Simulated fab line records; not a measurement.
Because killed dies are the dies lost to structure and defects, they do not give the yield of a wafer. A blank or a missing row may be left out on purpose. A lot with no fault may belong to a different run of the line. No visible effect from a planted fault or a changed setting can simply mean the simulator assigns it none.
What tool caused it? / flow sky130 / 11 lots with 33 wafers sampled at 4 steps, on a route of 708 steps

WHAT THE GAUGES SHOWED, per wafer
SKY_SONOS_ONO_THK_MEAS_03. Usual: SONOS_ONO_CVD_02_THK typically reads 10.41 nm, with standard deviation 0.16.
lot=L248; measured=day 12 05:52; on=filmMetro-03; SONOS_ONO_CVD_02_THK (nm)=10.67 10.66 10.59; flag=
lot=L249; measured=day 12 18:17; on=filmMetro-01; SONOS_ONO_CVD_02_THK (nm)=10.35 10.26 10.34; flag=
lot=L252; measured=day 13 01:52; on=filmMetro-01; SONOS_ONO_CVD_02_THK (nm)=10.64 10.68 10.73; flag=
lot=L254; measured=day 13 15:24; on=filmMetro-01; SONOS_ONO_CVD_02_THK (nm)=10.72 10.71 10.76; flag=
lot=L264; measured=day 17 04:13; on=filmMetro-03; SONOS_ONO_CVD_02_THK (nm)=10.34 10.20 10.35; flag=
lot=L266; measured=day 17 04:15; on=filmMetro-03; SONOS_ONO_CVD_02_THK (nm)=10.18 10.26 10.25; flag=
lot=L267; measured=day 17 23:08; on=filmMetro-02; SONOS_ONO_CVD_02_THK (nm)=10.49 10.39 10.33; flag=
lot=L268; measured=day 18 09:05; on=filmMetro-01; SONOS_ONO_CVD_02_THK (nm)=10.39 10.41 10.37; flag=
lot=L269; measured=day 18 13:34; on=filmMetro-03; SONOS_ONO_CVD_02_THK (nm)=10.53 10.32 10.32; flag=
lot=L270; measured=day 18 20:01; on=filmMetro-03; SONOS_ONO_CVD_02_THK (nm)=10.21 10.44 10.35; flag=
lot=L271; measured=day 18 22:56; on=filmMetro-02; SONOS_ONO_CVD_02_THK (nm)=10.36 10.43 10.28; flag=

SKY_POLY_GATE_THK_MEAS_01. Usual: POLY_GATE_CVD_00_THK typically reads 180.9 nm, with standard deviation 1.7.
lot=L248; measured=day 14 21:35; on=filmMetro-04; POLY_GATE_CVD_00_THK (nm)=180.8 182.7 182.7; flag=
lot=L249; measured=day 15 09:32; on=filmMetro-03; POLY_GATE_CVD_00_THK (nm)=178.6 179.6 180.0; flag=
lot=L252; measured=day 15 15:00; on=filmMetro-01; POLY_GATE_CVD_00_THK (nm)=180.5 180.6 179.0; flag=
lot=L254; measured=day 16 09:11; on=filmMetro-04; POLY_GATE_CVD_00_THK (nm)=126.8 129.1 127.8; flag=OFF
lot=L264; measured=day 20 16:59; on=filmMetro-01; POLY_GATE_CVD_00_THK (nm)=184.4 184.8 184.5; flag=
lot=L266; measured=day 20 16:58; on=filmMetro-04; POLY_GATE_CVD_00_THK (nm)=178.2 179.1 179.4; flag=
lot=L267; measured=day 20 22:14; on=filmMetro-04; POLY_GATE_CVD_00_THK (nm)=178.5 179.3 180.1; flag=
lot=L268; measured=day 21 05:20; on=filmMetro-04; POLY_GATE_CVD_00_THK (nm)=180.9 182.3 181.9; flag=
lot=L269; measured=day 21 10:03; on=filmMetro-01; POLY_GATE_CVD_00_THK (nm)=182.8 181.8 180.8; flag=
lot=L270; measured=day 21 18:01; on=filmMetro-01; POLY_GATE_CVD_00_THK (nm)=180.1 179.6 179.6; flag=
lot=L271; measured=day 21 20:06; on=filmMetro-03; POLY_GATE_CVD_00_THK (nm)=176.8 177.9 177.9; flag=

TOOL THAT RAN EACH LOT (tool first, then ch and the chambers of the sampled wafers, then the start)
lot=L248; SKY_DNWELL_STRIP_08=plasmaAsher-03 ch 0,1, day 3 15:52; SKY_POLY_GATE_CVD_00=lpcvd-01 ch 1, day 14 18:52
lot=L249; SKY_DNWELL_STRIP_08=plasmaAsher-04 ch 0,1, day 4 01:13; SKY_POLY_GATE_CVD_00=lpcvd-01 ch 0, day 15 08:20
lot=L252; SKY_DNWELL_STRIP_08=plasmaAsher-03 ch 0,1, day 4 06:26; SKY_POLY_GATE_CVD_00=lpcvd-01 ch 1, day 15 13:48
lot=L254; SKY_DNWELL_STRIP_08=plasmaAsher-01 ch 0,1, day 4 16:42; SKY_POLY_GATE_CVD_00=lpcvd-01 ch 0, day 16 07:59
lot=L264; SKY_DNWELL_STRIP_08=plasmaAsher-04 ch 0,1, day 6 20:46; SKY_POLY_GATE_CVD_00=lpcvd-01 ch 0, day 20 15:10
lot=L266; SKY_DNWELL_STRIP_08=plasmaAsher-04 ch 0,1, day 7 06:05; SKY_POLY_GATE_CVD_00=lpcvd-01 ch 0, day 20 15:10
lot=L267; SKY_DNWELL_STRIP_08=plasmaAsher-03 ch 0,1, day 7 16:57; SKY_POLY_GATE_CVD_00=lpcvd-01 ch 1, day 20 20:26
lot=L268; SKY_DNWELL_STRIP_08=plasmaAsher-03 ch 0,1, day 7 22:44; SKY_POLY_GATE_CVD_00=lpcvd-01 ch 0, day 21 04:08
lot=L269; SKY_DNWELL_STRIP_08=plasmaAsher-03 ch 0,1, day 8 03:57; SKY_POLY_GATE_CVD_00=lpcvd-01 ch 1, day 21 08:50
lot=L270; SKY_DNWELL_STRIP_08=plasmaAsher-03 ch 0,1, day 8 06:06; SKY_POLY_GATE_CVD_00=lpcvd-01 ch 0, day 21 16:49
lot=L271; SKY_DNWELL_STRIP_08=plasmaAsher-01 ch 0,1, day 8 08:53; SKY_POLY_GATE_CVD_00=lpcvd-01 ch 1, day 21 18:54
- SKY_DNWELL_STRIP_08: strips in O2/N2.
- SKY_POLY_GATE_CVD_00: deposits poly-Si, target thk 180 nm, time 720 s.

WHAT THE TOOLS THEMSELVES READ (means of the sampled wafers that have a number; where no wafer has one, the mark that the record gives instead)
SKY_DNWELL_STRIP_08. Usual: drypumpMotorCurrentA 5.5 A, standard deviation 0.51; oesProductAu 0.722 a.u., standard deviation 0.0044; stripTimeToEndpointS 36.91 s, standard deviation 0.11.
lot=L248; tool=plasmaAsher-03; drypumpMotorCurrentA (A)=5.4; oesProductAu (a.u.)=0.726; stripTimeToEndpointS (s)=37.05; flag=
lot=L249; tool=plasmaAsher-04; drypumpMotorCurrentA (A)=5.3; oesProductAu (a.u.)=0.724; stripTimeToEndpointS (s)=36.90; flag=
lot=L252; tool=plasmaAsher-03; drypumpMotorCurrentA (A)=5.3; oesProductAu (a.u.)=0.721; stripTimeToEndpointS (s)=36.92; flag=
lot=L254; tool=plasmaAsher-01; drypumpMotorCurrentA (A)=6.0; oesProductAu (a.u.)=0.722; stripTimeToEndpointS (s)=36.97; flag=
lot=L264; tool=plasmaAsher-04; drypumpMotorCurrentA (A)=5.3; oesProductAu (a.u.)=0.723; stripTimeToEndpointS (s)=37.06; flag=
lot=L266; tool=plasmaAsher-04; drypumpMotorCurrentA (A)=5.8; oesProductAu (a.u.)=0.723; stripTimeToEndpointS (s)=36.84; flag=
lot=L267; tool=plasmaAsher-03; drypumpMotorCurrentA (A)=5.3; oesProductAu (a.u.)=0.721; stripTimeToEndpointS (s)=36.80; flag=
lot=L268; tool=plasmaAsher-03; drypumpMotorCurrentA (A)=5.3; oesProductAu (a.u.)=0.721; stripTimeToEndpointS (s)=36.84; flag=
lot=L269; tool=plasmaAsher-03; drypumpMotorCurrentA (A)=5.4; oesProductAu (a.u.)=0.721; stripTimeToEndpointS (s)=37.01; flag=
lot=L270; tool=plasmaAsher-03; drypumpMotorCurrentA (A)=5.4; oesProductAu (a.u.)=0.721; stripTimeToEndpointS (s)=37.01; flag=
lot=L271; tool=plasmaAsher-01; drypumpMotorCurrentA (A)=6.0; oesProductAu (a.u.)=0.721; stripTimeToEndpointS (s)=36.92; flag=

SKY_POLY_GATE_CVD_00. Usual: pressureMtorr 200.0 mTorr, standard deviation 0.42; spikeTcBottomC 641.7 C, standard deviation 1.3.
lot=L248; tool=lpcvd-01; pressureMtorr (mTorr)=200.5; spikeTcBottomC (C)=643.0; flag=
lot=L249; tool=lpcvd-01; pressureMtorr (mTorr)=199.8; spikeTcBottomC (C)=640.8; flag=
lot=L252; tool=lpcvd-01; pressureMtorr (mTorr)=200.1; spikeTcBottomC (C)=641.8; flag=
lot=L254; tool=lpcvd-01; pressureMtorr (mTorr)=100.1; spikeTcBottomC (C)=640.3; flag=OFF
lot=L264; tool=lpcvd-01; pressureMtorr (mTorr)=200.4; spikeTcBottomC (C)=642.0; flag=
lot=L266; tool=lpcvd-01; pressureMtorr (mTorr)=200.0; spikeTcBottomC (C)=640.3; flag=
lot=L267; tool=lpcvd-01; pressureMtorr (mTorr)=200.2; spikeTcBottomC (C)=642.5; flag=
lot=L268; tool=lpcvd-01; pressureMtorr (mTorr)=199.4; spikeTcBottomC (C)=641.4; flag=
lot=L269; tool=lpcvd-01; pressureMtorr (mTorr)=200.0; spikeTcBottomC (C)=643.1; flag=
lot=L270; tool=lpcvd-01; pressureMtorr (mTorr)=199.1; spikeTcBottomC (C)=640.4; flag=
lot=L271; tool=lpcvd-01; pressureMtorr (mTorr)=200.1; spikeTcBottomC (C)=642.2; flag=

THE ANSWER, worked out from the rows above alone
Rule: take the mean of a lot's wafers that have a number; if it is more than 3 standard deviations from the usual mean, the lot is off. A lot without any number at a reading at which 4 lots or more have one is off too. Any other lot the step has rows for is counted as sound. Order of review: gauges by route order, followed by the tools' own readings, for which a lot's mean as printed above is used. At the first step where some lot is off, the reading lying furthest off is the one used; lots without a number count as furthest.
Off: L254, seen at SKY_POLY_GATE_THK_MEAS_01 (POLY_GATE_CVD_00_THK).
If a tool, at a process step before that reading, ran all the lots that are off and no sound lot after the first of them, it fits. Not tried: the gauges at SKY_POLY_GATE_THK_MEAS_01; whatever is off there is also off at SKY_POLY_GATE_CVD_00, on other tools, and gauge error can't account for it. Not one of the candidates tried fits.

WHAT THE SIMULATOR HAD INSERTED
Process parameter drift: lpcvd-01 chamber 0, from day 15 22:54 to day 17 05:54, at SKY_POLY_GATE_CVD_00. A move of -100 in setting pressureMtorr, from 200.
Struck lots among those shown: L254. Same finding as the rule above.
